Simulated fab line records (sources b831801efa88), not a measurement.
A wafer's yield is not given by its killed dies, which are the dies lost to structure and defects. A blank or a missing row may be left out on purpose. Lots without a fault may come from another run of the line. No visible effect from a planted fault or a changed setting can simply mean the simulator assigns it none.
Problem report, 8D (eight disciplines) form, completed by code	flow sky130	the parts of the form that need people (team, actions taken, sign-off) are left out

== 1. THE PROBLEM ==
Mean of cd_nm at SKY_POLY_GATE_CD_MEAS_13: 136.2 nm across 3 wafers in 3 lots; on wafers with no fault it is 149.7 nm (standard deviation 1.2). Relative to the usual mean, that is a shift of -11 standard deviations.
The step: target cd 150 nm.
Earliest sighting: wafer L241.3 on cd_sem-02 at day 17 21:07. The record holds 39 wafers of 14 lots with a number at this step. The rule behind "out" and "out of limits": a value lying over 4 standard deviations away from the usual mean. The other wafers with a number count as sound.

== 2. WHAT IT IS AND WHAT IT IS NOT ==
question	is	is not
which readings at this step	cd_nm	-
which lots	L241, L243, L245	L237, L239, L240, L242, L251, L252, L255, L257, L258, L259, L260
which wafers of those lots	L241.3, L243.4, L245.4	L243.2, L245.1, L245.5
read on which gauges	cd_sem-01, cd_sem-02	-
when	from day 17 21:07	up to then (12 sound wafers); but 24 sound wafers of L243, L245, L251, L252, L255, L257, L258, L259, L260 came after

== 3. THE SUSPECTS, EACH WITH WHAT RULES IT OUT ==
Counting: any tool at a process step up to the reading remains a suspect provided it ran every lot that is out. Sound lots after the first of them don't rule it out here, since some wafers of a struck lot are sound.
- the gauge at SKY_POLY_GATE_CD_MEAS_13: ruled out. 2 gauges (cd_sem-01, cd_sem-02) read the wafers that are out.
- krf_scanner-02 at SKY_POLY_GATE_EXPOSE_10 (exposes mask P1M, target cd 150 nm): kept. It processed each lot that is out (first: L241, day 17 07:34); up to then, its last sound lot is L242 (day 17 05:25).
Remaining after the count: krf_scanner-02 at SKY_POLY_GATE_EXPOSE_10.

== 4. THE CAUSE (what the simulator had put in) ==
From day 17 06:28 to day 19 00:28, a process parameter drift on krf_scanner-02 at SKY_POLY_GATE_EXPOSE_10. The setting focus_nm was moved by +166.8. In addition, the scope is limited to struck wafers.
After counting, this tool was the only one left.

== 5. THE EFFECT CHAIN, in route order ==
Rows list readings where the struck wafers' mean (over those with a number) sits beyond 3 standard deviations from the usual. Readings are gone through only where the record gives a usual standard deviation; hours: the median, over the lots, of the time from a lot's start at the first step in this table giving one to that lot's start at this step; sigmas: the change measured in usual standard deviations.
hours	step	reading	usual	on struck wafers	change	sigmas
0	SKY_POLY_GATE_CD_MEAS_13	cd_nm	149.7 nm	136.2	-13.5	-11

== 6. HOW IT WOULD HAVE BEEN CAUGHT EARLIER ==
The first out-of-limits reading at a measuring or inspecting step in this record came at day 17 21:07, 15 hours after the fault's start at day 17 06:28.
Lots out: 3; of these, L243, L245 started SKY_POLY_GATE_EXPOSE_10 on krf_scanner-02 after day 17 21:07. A hold on the tool at that time would have spared those 2.
